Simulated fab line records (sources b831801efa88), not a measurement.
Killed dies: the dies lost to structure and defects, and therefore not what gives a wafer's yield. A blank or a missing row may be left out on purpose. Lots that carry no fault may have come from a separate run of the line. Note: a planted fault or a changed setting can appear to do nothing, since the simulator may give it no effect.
Which tool was responsible? ; flow gf180mcu ; 15 lots, 45 wafers sampled, at 3 steps of a route of 602

== WHAT THE GAUGES SHOWED, per wafer ==
GF_V3_CD_MEAS_14: the cd target is 260 nm.
lot;measured;on;cd-nm (nm)
L428;day 22 03:18;cd-sem-02;257.3 258.7 257.2
L430;day 22 21:14;cd-sem-02;259.5 261.0 258.3
L435;day 24 19:35;cd-sem-02;261.2 259.9 259.9
L436;day 25 01:17;cd-sem-01;262.2 262.4 261.0
L437;day 25 07:50;cd-sem-01;259.0 261.0 260.7
L438;day 25 19:51;cd-sem-01;260.2 259.7 259.6
L441;day 26 22:01;cd-sem-01;260.9 261.1 260.1
L442;day 27 01:30;cd-sem-01;259.9 260.6 260.4
L443;day 27 19:14;cd-sem-02;260.0 260.1 260.8
L444;day 28 04:04;cd-sem-02;259.6 260.8 259.4
L446;day 28 14:02;cd-sem-01;260.7 259.7 260.3
L448;day 29 04:12;cd-sem-02;262.6 261.7 260.1
L449;day 29 10:14;cd-sem-02;261.7 261.2 260.6
L450;day 29 12:35;cd-sem-01;259.8 259.9 260.1
L451;day 29 23:27;cd-sem-01;257.2 257.1 257.1

GF_M4_CD_MEAS_14: the cd target is 280 nm.
lot;measured;on;cd-nm (nm)
L428;day 23 04:17;cd-sem-02;279.9 280.5 280.9
L430;day 23 22:14;cd-sem-01;279.0 278.2 278.5
L435;day 25 18:35;cd-sem-01;279.9 279.5 279.0
L436;day 26 00:23;cd-sem-01;279.8 279.5 278.2
L437;day 26 07:08;cd-sem-01;280.6 280.4 280.6
L438;day 26 18:29;cd-sem-01;280.1 279.4 277.7
L441;day 27 20:14;cd-sem-01;277.8 278.5 278.7
L442;day 27 23:01;cd-sem-02;278.3 278.8 279.1
L443;day 28 16:25;cd-sem-02;278.4 278.2 278.6
L444;day 29 03:12;cd-sem-02;281.1 280.9 281.3
L446;day 29 10:38;cd-sem-02;282.1 281.5 281.2
L448;day 30 01:17;cd-sem-01;280.1 279.5 281.0
L449;day 30 06:06;cd-sem-02;278.4 279.6 278.2
L450;day 30 09:32;cd-sem-01;279.2 279.3 279.8
L451;day 30 19:06;cd-sem-01;280.5 280.7 280.6

== TOOL THAT RAN EACH LOT (tool first, then ch and the chambers of the sampled wafers, then the start) ==
lot;GF_V3_ETCH_16
L428;rie-diel-02 ch 2,3, day 22 03:23
L430;rie-diel-02 ch 1,2,3, day 22 21:24
L435;rie-diel-03 ch 1,3, day 24 19:45
L436;rie-diel-04 ch 0,1,3, day 25 01:26
L437;rie-diel-02 ch 1,2,3, day 25 08:00
L438;rie-diel-04 ch 1,3, day 25 19:59
L441;rie-diel-03 ch 0,1,3, day 26 22:08
L442;rie-diel-03 ch 2,3, day 27 01:38
L443;rie-diel-03 ch 1,3, day 27 19:22
L444;rie-diel-03 ch 1,3, day 28 04:12
L446;rie-diel-04 ch 1,2, day 28 14:11
L448;rie-diel-03 ch 1,2, day 29 04:18
L449;rie-diel-03 ch 0,1,2, day 29 10:21
L450;rie-diel-03 ch 0,3, day 29 12:44
L451;rie-diel-03 ch 2,3, day 29 23:35
- GF_V3_ETCH_16: etches BARC in N2/H2.

== AS READ BY THE TOOLS THEMSELVES (means over the sampled wafers that have a number; for cases with no such wafer, the mark the record gives instead) ==
GF_V3_ETCH_16.
lot;tool;drypump-motor-current-A (A);oes-product-au (a.u.);throttle-valve-pct (%)
L428;rie-diel-02;6.0;0.860;13.223
L430;rie-diel-02;5.5;0.855;13.230
L435;rie-diel-03;5.3;0.854;13.229
L436;rie-diel-04;5.5;0.857;13.229
L437;rie-diel-02;5.5;0.856;13.226
L438;rie-diel-04;5.5;0.854;13.226
L441;rie-diel-03;5.6;0.853;13.232
L442;rie-diel-03;5.8;0.859;13.225
L443;rie-diel-03;5.3;0.858;13.223
L444;rie-diel-03;5.3;0.857;13.234
L446;rie-diel-04;5.4;0.856;13.216
L448;rie-diel-03;5.7;0.856;13.229
L449;rie-diel-03;5.8;0.853;13.223
L450;rie-diel-03;6.0;0.854;13.227
L451;rie-diel-03;5.8;0.857;13.230

== THE ANSWER, worked out from the rows above alone ==
Rule: usual is defined by the lots themselves. The widest of any qualifying gaps counts: lots, ordered by their means at a reading, are off when they make up no more than a third of the lots, leave a main group of 4 or more, and stand apart from it by 3 or more times the standard deviation of that group's means. A main group whose means are all the same, to the digits that the tables above print for the reading, isn't used. A lot without any number at a reading at which 4 lots or more have one is off too. The other lots that the step has rows for count as sound. Order of review: gauges by route order, followed by the tools' own readings, for which a lot's mean as printed above is used. At the first step where some lot is off, the reading lying furthest off is the one used; lots without a number count as furthest.
None of the lots is off at any reading shown; this tells nothing.

== WHAT WAS PUT IN BY THE SIMULATOR ==
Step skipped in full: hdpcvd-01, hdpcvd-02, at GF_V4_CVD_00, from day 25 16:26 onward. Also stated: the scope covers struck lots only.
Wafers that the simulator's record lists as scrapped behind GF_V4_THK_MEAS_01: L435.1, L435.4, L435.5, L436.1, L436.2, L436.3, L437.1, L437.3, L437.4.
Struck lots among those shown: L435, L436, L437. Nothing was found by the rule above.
